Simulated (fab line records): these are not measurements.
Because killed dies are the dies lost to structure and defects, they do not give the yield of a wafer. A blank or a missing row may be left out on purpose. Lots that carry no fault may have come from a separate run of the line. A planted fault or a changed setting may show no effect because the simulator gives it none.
Which of the tools did it?    flow gf180mcu    24 lots, 72 wafers sampled, at 3 steps of a route of 602

## WHAT EACH GAUGE READ, for each wafer
GF_VT_IMPLANT_TW_MEAS_43.
lot   measured      on             VT_IMPLANT_4_TW
L074  day 7 12:07   film-metro-03  694 691 692
L075  day 7 17:51   film-metro-02  691 686 688
L076  day 8 01:27   film-metro-03  693 692 694
L077  day 8 07:06   film-metro-03  687 691 695
L078  day 8 11:00   film-metro-02  687 685 689
L079  day 8 21:24   film-metro-03  693 692 695
L080  day 9 02:56   film-metro-02  688 688 690
L081  day 9 10:07   film-metro-03  692 689 689
L082  day 9 20:15   film-metro-03  687 686 685
L083  day 10 01:39  film-metro-02  692 691 688
L084  day 10 08:50  film-metro-03  688 689 688
L085  day 10 21:46  film-metro-03  689 690 692
L086  day 11 09:17  film-metro-03  687 684 691
L087  day 11 09:53  film-metro-03  688 685 688
L088  day 11 12:02  film-metro-01  692 693 690
L089  day 11 17:31  film-metro-01  692 696 691
L091  day 12 06:31  film-metro-03  687 690 686
L090  day 12 07:06  film-metro-02  685 691 692
L092  day 12 16:12  film-metro-01  697 692 695
L093  day 12 23:06  film-metro-03  689 688 693
L094  day 13 02:54  film-metro-01  702 698 696
L095  day 13 08:46  film-metro-03  690 689 689
L096  day 13 17:04  film-metro-02  692 687 688
L097  day 13 21:16  film-metro-03  692 693 694

GF_NSD_TW_MEAS_12.
lot   measured      on             NSD_TW
L074  day 13 09:13  film-metro-01  4291 4320 4312
L075  day 13 12:52  film-metro-03  4270 4250 4247
L076  day 13 20:34  film-metro-02  4239 4224 4236
L077  day 14 08:26  film-metro-03  4292 4258 4265
L078  day 14 08:52  film-metro-03  4277 4280 4276
L079  day 14 21:56  film-metro-01  4266 4253 4274
L080  day 15 07:34  film-metro-03  4256 4249 4227
L081  day 15 14:14  film-metro-02  4227 4244 4240
L082  day 16 03:47  film-metro-03  4216 4247 4227
L083  day 16 11:19  film-metro-03  4275 4255 4259
L084  day 16 18:04  film-metro-01  4310 4314 4299
L085  day 17 09:28  film-metro-03  4263 4265 4256
L086  day 18 02:34  film-metro-01  4305 4269 4277
L087  day 18 07:18  film-metro-01  4294 4294 4287
L088  day 18 07:36  film-metro-02  4229 4245 4224
L089  day 18 11:10  film-metro-01  4291 4294 4308
L091  day 19 05:23  film-metro-02  4278 4264 4250
L090  day 19 02:12  film-metro-03  4235 4226 4240
L092  day 19 15:49  film-metro-02  4236 4250 4266
L093  day 19 20:52  film-metro-02  4287 4275 4260
L094  day 20 04:04  film-metro-01  4278 4289 4284
L095  day 20 12:46  film-metro-03  4240 4260 4261
L096  day 20 18:53  film-metro-02  4255 4225 4238
L097  day 21 01:10  film-metro-01  4267 4319 4282

GF_M1_OVL_MEAS_15.
lot   measured      on          M1_OVL (nm)
L074  day 17 03:32  overlay-01  8 1 2
L075  day 17 07:55  overlay-01  1 4 6
L076  day 17 17:23  overlay-01  4 2 11
L077  day 18 06:38  overlay-01  10 4 14
L078  day 18 07:31  overlay-01  -1 2 -1
L079  day 18 19:58  overlay-01  -1 2 1
L080  day 19 06:34  overlay-02  10 4 8
L081  day 19 13:05  overlay-01  9 9 3
L082  day 20 02:55  overlay-02  8 8 8
L083  day 20 12:01  overlay-02  3 0 2
L084  day 20 18:47  overlay-01  0 6 -5
L085  day 21 12:02  overlay-01  1 -1 4
L086  day 22 02:23  overlay-01  0 7 -2
L087  day 22 07:46  overlay-02  6 3 3
L088  day 22 07:53  overlay-01  10 17 9
L089  day 22 13:02  overlay-02  3 10 12
L091  day 23 06:00  overlay-02  -1 2 0
L090  day 23 02:50  overlay-01  10 3 9
L092  day 23 16:14  overlay-02  5 0 3
L093  day 23 22:20  overlay-01  0 -2 -7
L094  day 24 04:35  overlay-01  11 11 10
L095  day 24 11:02  overlay-02  3 6 5
L096  day 24 17:35  overlay-02  -7 -4 -6
L097  day 24 23:29  overlay-02  8 6 9

## EACH LOT AND THE TOOL THAT RAN IT (in order: tool; ch and the chambers of the sampled wafers; start)
The record shows no process step preceding these readings.

## WHAT THE TOOLS THEMSELVES READ (means of the sampled wafers that have a number; where no wafer has one, the mark that the record gives instead)
The record holds no such reading with a usual standard deviation.

## THE ANSWER, worked out from the rows above alone
Rule: the lots themselves supply what counts as usual. The widest of any qualifying gaps counts: lots, ordered by their means at a reading, are off when they make up no more than a third of the lots, leave a main group of 4 or more, and stand apart from it by 3 or more times the standard deviation of that group's means. If all means in a main group match to the digits the tables above print for the reading, that group is not used. A lot without any number at a reading at which 4 lots or more have one is off too. Any other lot the step has rows for is counted as sound. Order of review: gauges by route order, followed by the tools' own readings, for which a lot's mean as printed above is used. At the first step where some lot is off, the reading lying furthest off is the one used; lots without a number count as furthest.
Nothing can be told from this: no lot is off at any reading shown.

## WHAT WAS PUT IN BY THE SIMULATOR
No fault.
